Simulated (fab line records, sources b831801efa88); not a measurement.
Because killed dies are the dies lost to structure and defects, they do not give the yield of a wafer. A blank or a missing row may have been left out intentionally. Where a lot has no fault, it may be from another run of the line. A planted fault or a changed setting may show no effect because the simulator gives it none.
Which tool did it?	flow sky130	33 wafers from 11 lots sampled at 6 of the route's 708 steps

== WHAT EACH GAUGE READ, for each wafer ==
SKY_RES_PROTECT_TW_MEAS_08. Usual: for POLY_GATE_TW the level is 3985 and the standard deviation is 24.
lot	measured	on	POLY_GATE_TW	flag
L827	day 15 10:25	film_metro-01	3953 3942 3974	
L828	day 15 19:37	film_metro-01	3972 3953 3955	
L831	day 16 18:52	film_metro-04	4000 3978 3993	
L832	day 16 23:41	film_metro-01	3986 3987 3974	
L835	day 17 23:00	film_metro-04	4000 4014 4008	
L841	day 20 07:50	film_metro-03	3988 3989 3986	
L844	day 21 09:55	film_metro-01	3960 3957 3950	
L845	day 21 19:49	film_metro-04	4006 4001 4019	
L847	day 22 07:30	film_metro-03	3985 3980 4004	
L849	day 22 22:29	film_metro-03	3996 3998 4009	
L850	day 23 02:20	film_metro-04	4024 4022 4026	

SKY_LDD_P_CD_MEAS_07 targets a cd of 380 nm. Usual: 380.4 nm for cd_nm, sd 1.9.
lot	measured	on	cd_nm (nm)	flag
L827	day 19 08:20	cd_sem-01	378.1 377.7 378.8	
L828	day 19 16:27	cd_sem-01	378.3 383.4 380.8	
L831	day 20 19:58	cd_sem-01	378.4 379.3 379.2	
L832	day 21 00:56	cd_sem-01	381.7 380.2 381.4	
L835	day 21 23:07	cd_sem-01	379.7 378.5 381.9	
L841	day 24 08:08	cd_sem-02	381.9 381.0 381.4	
L844	day 25 07:41	cd_sem-02	381.8 382.5 379.7	
L845	day 25 17:13	cd_sem-02	379.3 383.8 380.4	
L847	day 26 12:37	cd_sem-02	378.2 380.6 378.2	
L849	day 26 19:26	cd_sem-02	380.9 380.8 381.9	
L850	day 27 00:14	cd_sem-01	381.4 382.0 385.1	

SKY_LI_CONTACT_OVL_MEAS_13. Usual: for LI_CONTACT_OVL the level is -4 nm and the standard deviation is 5.3.
lot	measured	on	LI_CONTACT_OVL (nm)	flag
L827	day 29 10:44	overlay-02	4 -2 -2	
L828	day 29 18:09	overlay-01	-1 -11 -11	
L831	day 30 19:11	overlay-02	-10 -6 -17	
L832	day 31 00:29	overlay-01	-7 -7 -1	
L835	day 31 20:08	overlay-02	2 0 2	
L841	day 33 23:55	overlay-02	8 7 6	
L844	day 34 21:45	overlay-02	-3 -5 1	
L845	day 35 05:11	overlay-01	-6 -3 8	
L847	day 35 22:02	overlay-02	-6 -5 -7	
L849	day 36 03:23	overlay-02	-9 -7 -13	
L850	day 36 09:56	overlay-01	-2 -1 5	

SKY_LOCAL_INTERCONNECT_RS_MEAS_01: the measuring method here is four-point-probe. Usual: for LOCAL_INTERCONNECT_TIN_RS the level is 14.10 ohm/sq and the standard deviation is 0.17.
lot	measured	on	LOCAL_INTERCONNECT_TIN_RS (ohm/sq)	flag
L827	day 29 12:08	film_metro-03	13.90 13.95 14.05	
L828	day 29 19:37	film_metro-03	14.04 14.13 14.00	
L831	day 30 20:28	film_metro-01	13.97 14.03 13.83	
L832	day 31 01:46	film_metro-03	14.16 14.16 14.18	
L835	day 31 21:24	film_metro-03	14.10 14.03 13.97	
L841	day 34 01:14	film_metro-01	14.21 14.25 14.06	
L844	day 34 23:01	film_metro-04	14.24 14.37 14.25	
L845	day 35 06:27	film_metro-04	14.06 13.91 15.41	
L847	day 35 23:18	film_metro-04	14.42 14.11 14.07	
L849	day 36 04:40	film_metro-03	14.36 14.36 14.39	
L850	day 36 11:14	film_metro-01	14.26 14.33 14.30	

SKY_LOCAL_INTERCONNECT_THK_MEAS_02: measures by xrf. Usual: for LOCAL_INTERCONNECT_TIN_THK the level is 100.2 nm and the standard deviation is 1.2.
lot	measured	on	LOCAL_INTERCONNECT_TIN_THK (nm)	flag
L827	day 29 12:15	film_metro-03	100.9 100.8 100.4	
L828	day 29 19:43	film_metro-03	100.6 99.9 100.4	
L831	day 30 20:35	film_metro-01	101.1 100.7 102.5	
L832	day 31 01:53	film_metro-03	99.2 99.5 99.2	
L835	day 31 21:31	film_metro-03	100.1 100.8 101.0	
L841	day 34 01:20	film_metro-01	99.9 100.4 101.2	
L844	day 34 23:08	film_metro-04	99.3 98.6 99.1	
L845	day 35 06:34	film_metro-04	99.8 101.0 91.2	
L847	day 35 23:25	film_metro-04	97.5 99.2 99.7	
L849	day 36 04:47	film_metro-03	98.1 98.7 98.2	
L850	day 36 11:20	film_metro-01	99.2 99.0 98.6	

== EACH LOT AND THE TOOL THAT RAN IT (in order: tool; ch and the chambers of the sampled wafers; start) ==
lot	SKY_LOCAL_INTERCONNECT_SPUTTER_00
L827	pvd_sputter-04, day 29 12:04
L828	pvd_sputter-04, day 29 19:31
L831	pvd_sputter-02, day 30 20:24
L832	pvd_sputter-02, day 31 01:41
L835	pvd_sputter-02, day 31 21:20
L841	pvd_sputter-03, day 34 01:07
L844	pvd_sputter-03, day 34 22:56
L845	pvd_sputter-02, day 35 06:23
L847	pvd_sputter-03, day 35 23:14
L849	pvd_sputter-03, day 36 04:35
L850	pvd_sputter-04, day 36 11:09
- SKY_LOCAL_INTERCONNECT_SPUTTER_00: material TiN, target thk 100 nm, time 83.3 s.

== WHAT THE TOOLS THEMSELVES READ (means of the sampled wafers that have a number; where no wafer has one, the mark that the record gives instead) ==
SKY_LOCAL_INTERCONNECT_SPUTTER_00. Usual: 30.5 % for throttle_valve_pct, sd 0.89.
lot	tool	throttle_valve_pct (%)	flag
L827	pvd_sputter-04	29.8	
L828	pvd_sputter-04	30.2	
L831	pvd_sputter-02	30.6	
L832	pvd_sputter-02	30.2	
L835	pvd_sputter-02	30.5	
L841	pvd_sputter-03	30.0	
L844	pvd_sputter-03	30.0	
L845	pvd_sputter-02	30.5	
L847	pvd_sputter-03	31.5	
L849	pvd_sputter-03	30.4	
L850	pvd_sputter-04	30.1	

== THE ANSWER, worked out from the rows above alone ==
Rule: take the mean of a lot's wafers that have a number; if it is more than 3 standard deviations from the usual mean, the lot is off. A lot without any number at a reading at which 4 lots or more have one is off too. Any other lot the step has rows for is counted as sound. First the gauges in route order, then the tools' own readings, where a lot's mean is used as printed above. At the first step where some lot is off, the reading lying furthest off is the one used; lots without a number count as furthest.
No lot is off on any of the readings shown, so nothing can be concluded from this.

== WHAT HAD BEEN PUT IN BY THE SIMULATOR ==
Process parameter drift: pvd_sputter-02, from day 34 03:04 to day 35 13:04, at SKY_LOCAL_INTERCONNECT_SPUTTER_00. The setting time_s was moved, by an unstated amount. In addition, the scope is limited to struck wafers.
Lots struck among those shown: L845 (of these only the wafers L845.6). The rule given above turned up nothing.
